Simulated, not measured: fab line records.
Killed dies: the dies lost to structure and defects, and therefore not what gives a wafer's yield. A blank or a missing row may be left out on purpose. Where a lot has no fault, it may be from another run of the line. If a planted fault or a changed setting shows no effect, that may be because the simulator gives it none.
What tool caused it? -- flow sky130 -- 10 lots, 30 wafers sampled, at 6 steps of a route of 708

## WHAT THE GAUGES SHOWED, per wafer
SKY_METAL5_RS_MEAS_05: measures by four-point-probe.
lot,measured,on,METAL5_ALCU_RS (ohm/sq)
L746,day 43 08:16,film_metro-02,0.02714 0.02724 0.02716
L748,day 43 20:04,film_metro-04,0.02707 0.02708 0.02729
L751,day 44 16:20,film_metro-02,0.02739 0.02724 0.02743
L753,day 44 20:26,film_metro-02,0.02706 0.02698 0.02682
L754,day 45 09:11,film_metro-04,0.02718 0.0269 0.02702
L755,day 45 11:28,film_metro-02,0.02711 0.02727 0.02707
L760,day 46 21:24,film_metro-04,0.02689 0.02676 0.02716
L763,day 47 21:10,film_metro-03,0.08655 0.02762 0.02745
L765,day 47 22:49,film_metro-03,0.08718 0.02739 0.02736
L767,day 48 06:26,film_metro-02,0.02647 0.02699 0.02667

SKY_METAL5_THK_MEAS_06: measures by xrf.
lot,measured,on,METAL5_ALCU_THK (nm)
L746,day 43 08:23,film_metro-02,1150 1141 1146
L748,day 43 20:11,film_metro-04,1157 1151 1143
L751,day 44 16:26,film_metro-02,1135 1135 1133
L753,day 44 20:32,film_metro-02,1147 1153 1154
L754,day 45 09:18,film_metro-04,1153 1174 1153
L755,day 45 11:35,film_metro-02,1153 1142 1150
L760,day 46 21:31,film_metro-04,1169 1171 1157
L763,day 47 21:17,film_metro-03,363 1135 1142
L765,day 47 22:56,film_metro-03,361 1146 1145
L767,day 48 06:33,film_metro-02,1177 1150 1167

## WHICH TOOL RAN EACH LOT (tool, then ch and the chambers of the sampled wafers, then the start)
lot,SKY_METAL4_SPUTTER_01,SKY_VIA4_CVD_18,SKY_METAL5_SPUTTER_00,SKY_METAL5_SPUTTER_02
L746,"pvd_sputter-01, day 40 05:10","cvd_w-01 ch 0,1, day 43 07:25","pvd_sputter-01, day 43 08:05","pvd_sputter-01, day 43 08:08"
L748,"pvd_sputter-02, day 40 18:04","cvd_w-02 ch 0,1, day 43 19:16","pvd_sputter-03, day 43 19:54","pvd_sputter-03, day 43 19:57"
L751,"pvd_sputter-02, day 41 14:34","cvd_w-01 ch 0,1, day 44 15:31","pvd_sputter-04, day 44 16:08","pvd_sputter-04, day 44 16:11"
L753,"pvd_sputter-02, day 41 20:04","cvd_w-02 ch 0,1, day 44 19:38","pvd_sputter-03, day 44 20:13","pvd_sputter-03, day 44 20:16"
L754,"pvd_sputter-02, day 42 08:43","cvd_w-01 ch 0,1, day 45 08:23","pvd_sputter-03, day 45 09:01","pvd_sputter-03, day 45 09:04"
L755,"pvd_sputter-01, day 42 11:42","cvd_w-02 ch 1, day 45 10:31","pvd_sputter-04, day 45 11:19","pvd_sputter-04, day 45 11:22"
L760,"pvd_sputter-02, day 44 01:46","cvd_w-01 ch 0,1, day 46 20:34","pvd_sputter-01, day 46 21:13","pvd_sputter-01, day 46 21:16"
L763,"pvd_sputter-01, day 45 01:25","cvd_w-01 ch 0,1, day 47 20:23","pvd_sputter-01, day 47 21:01","pvd_sputter-01, day 47 21:04"
L765,"pvd_sputter-02, day 45 03:41","cvd_w-01 ch 0,1, day 47 22:01","pvd_sputter-01, day 47 22:38","pvd_sputter-01, day 47 22:41"
L767,"pvd_sputter-04, day 45 12:55","cvd_w-01 ch 0,1, day 48 05:38","pvd_sputter-04, day 48 06:16","pvd_sputter-04, day 48 06:19"
- SKY_METAL4_SPUTTER_01: material TiN, target thk 20 nm, time 16.7 s.
- SKY_VIA4_CVD_18: deposits W, target thk 505 nm, time 152.14 s.
- SKY_METAL5_SPUTTER_00: material Ti, target thk 15 nm, time 10 s.
- SKY_METAL5_SPUTTER_02: material AlCu, target thk 1150 nm, time 61.2 s.

## WHAT THE TOOLS THEMSELVES READ (means of the sampled wafers that have a number; where no wafer has one, the mark that the record gives instead)
SKY_METAL4_SPUTTER_01.
lot,tool,throttle_valve_pct (%)
L746,pvd_sputter-01,31.1
L748,pvd_sputter-02,28.9
L751,pvd_sputter-02,29.8
L753,pvd_sputter-02,28.9
L754,pvd_sputter-02,28.9
L755,pvd_sputter-01,30.2
L760,pvd_sputter-02,28.9
L763,pvd_sputter-01,30.4
L765,pvd_sputter-02,29.8
L767,pvd_sputter-04,30.7

SKY_VIA4_CVD_18.
lot,tool,heater_power_w (W)
L746,cvd_w-01,868
L748,cvd_w-02,804
L751,cvd_w-01,826
L753,cvd_w-02,822
L754,cvd_w-01,880
L755,cvd_w-02,783
L760,cvd_w-01,827
L763,cvd_w-01,878
L765,cvd_w-01,882
L767,cvd_w-01,881

SKY_METAL5_SPUTTER_00.
lot,tool,throttle_valve_pct (%)
L746,pvd_sputter-01,30.7
L748,pvd_sputter-03,30.0
L751,pvd_sputter-04,29.7
L753,pvd_sputter-03,30.3
L754,pvd_sputter-03,30.2
L755,pvd_sputter-04,30.9
L760,pvd_sputter-01,30.5
L763,pvd_sputter-01,30.4
L765,pvd_sputter-01,30.8
L767,pvd_sputter-04,30.5

SKY_METAL5_SPUTTER_02.
lot,tool,throttle_valve_pct (%)
L746,pvd_sputter-01,30.6
L748,pvd_sputter-03,29.9
L751,pvd_sputter-04,29.6
L753,pvd_sputter-03,30.3
L754,pvd_sputter-03,30.5
L755,pvd_sputter-04,31.0
L760,pvd_sputter-01,30.5
L763,pvd_sputter-01,30.7
L765,pvd_sputter-01,30.7
L767,pvd_sputter-04,30.6

## THE ANSWER, worked out from the rows above alone
Rule: usual is defined by the lots themselves. The widest of any qualifying gaps counts: lots, ordered by their means at a reading, are off when they make up no more than a third of the lots, leave a main group of 4 or more, and stand apart from it by 3 or more times the standard deviation of that group's means. A main group whose means are all the same, to the digits that the tables above print for the reading, isn't used. A lot without any number at a reading at which 4 lots or more have one is off too. Any other lot the step has rows for is counted as sound. The gauges are gone through in route order, then the tools' own readings, and for those a lot's mean is taken as printed above. At the first step where some lot is off, the reading lying furthest off is the one used; lots without a number count as furthest.
Off: L763, L765, at SKY_METAL5_RS_MEAS_05 (METAL5_ALCU_RS). The main group: mean 0.0271 ohm/sq, standard deviation 0.00018.
If a tool, at a process step before that reading, ran all the lots that are off and no sound lot after the first of them, it fits. The gauges at SKY_METAL5_RS_MEAS_05 are tried like those tools. This does not decide it: 2 tools fit, namely pvd_sputter-01 at SKY_METAL5_SPUTTER_00 and SKY_METAL5_SPUTTER_02 and film_metro-03 at SKY_METAL5_RS_MEAS_05.

## WHAT THE SIMULATOR HAD INSERTED
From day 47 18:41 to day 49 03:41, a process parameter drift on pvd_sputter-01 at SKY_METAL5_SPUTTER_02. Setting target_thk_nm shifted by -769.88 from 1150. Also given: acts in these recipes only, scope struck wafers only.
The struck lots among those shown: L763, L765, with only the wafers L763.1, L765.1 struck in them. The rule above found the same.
